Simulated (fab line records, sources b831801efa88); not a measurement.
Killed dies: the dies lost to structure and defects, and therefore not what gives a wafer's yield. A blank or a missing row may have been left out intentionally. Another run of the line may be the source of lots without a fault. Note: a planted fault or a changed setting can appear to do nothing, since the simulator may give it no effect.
Chamber matching -- flow gf180mcu -- cmp-01 running GF_V3_CMP_04: 4 sister chambers
The step polishes SiO2. 16 wafers are shown with their chamber, then 7 later ones without.

## WAFERS PAIRED WITH THEIR CHAMBERS
wafer,chamber,motor-current-A (A),time-to-endpoint-s (s),head-pressure-psi (psi)
L634.1,0,14.1,72,4.010
L634.2,3,14.3,75,3.998
L634.4,1,11.0,78,3.999
L639.2,2,12.4,71,3.999
L639.5,3,14.5,79,3.995
L647.2,2,11.9,77,4.007
L647.3,1,10.6,73,4.005
L647.5,0,13.5,80,4.001
L649.2,0,14.1,71,3.993
L649.5,1,10.4,83,4.001
L649.6,2,12.4,78,4.008
L651.2,2,11.3,79,3.976
L651.3,1,11.3,79,4.002
L651.5,0,13.6,78,3.993
L652.2,2,11.8,73,4.010
L652.3,1,11.0,78,3.989

SIGNATURES (averages over the wafers above)
reading,chamber 0,chamber 1,chamber 2,chamber 3,scatter within a chamber
motor-current-A,13.825,10.860,11.960,14.400,0.375
time-to-endpoint-s,75.25,78.20,75.60,77.00,3.71
head-pressure-psi,3.99925,3.99920,4.00000,3.99650,0.00975
Rule: a wafer lies at a distance from a chamber equal to the root of the sum of squares, over the readings, of (its reading less the chamber's mean, divided by the reading's scatter). The wafer belongs to the nearest chamber; if the next one is less than 2 further off, it can't be placed. The scatter is the square root of a quotient: the sum, over the shown wafers, of each reading's squared deviation from its chamber's mean, divided by wafers minus chambers.

## WAFERS WITH NO CHAMBER GIVEN
wafer,motor-current-A (A),time-to-endpoint-s (s),head-pressure-psi (psi)
L652.6,11.2,84,3.993
L653.4,11.3,83,4.016
L653.5,11.7,85,3.989
L653.6,10.9,88,4.000
L654.2,12.8,81,3.998
L654.3,10.9,81,3.987
L654.6,13.9,87,3.990

## THE CHAMBER EACH PASSED THROUGH
wafer,from the rows above,in truth
L652.6,can't be placed: 1 or 2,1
L653.4,can't be placed: 1 or 2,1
L653.5,can't be placed: 2 or 1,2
L653.6,can't be placed: 1 or 2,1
L654.2,can't be placed: 2 or 0 or 3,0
L654.3,can't be placed: 1 or 2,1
L654.6,can't be placed: 3 or 0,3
0 of 7 placed correctly. Cannot be placed on the basis of these rows: 7; the candidates contain the true chamber in 7. Number placed wrongly: 0.
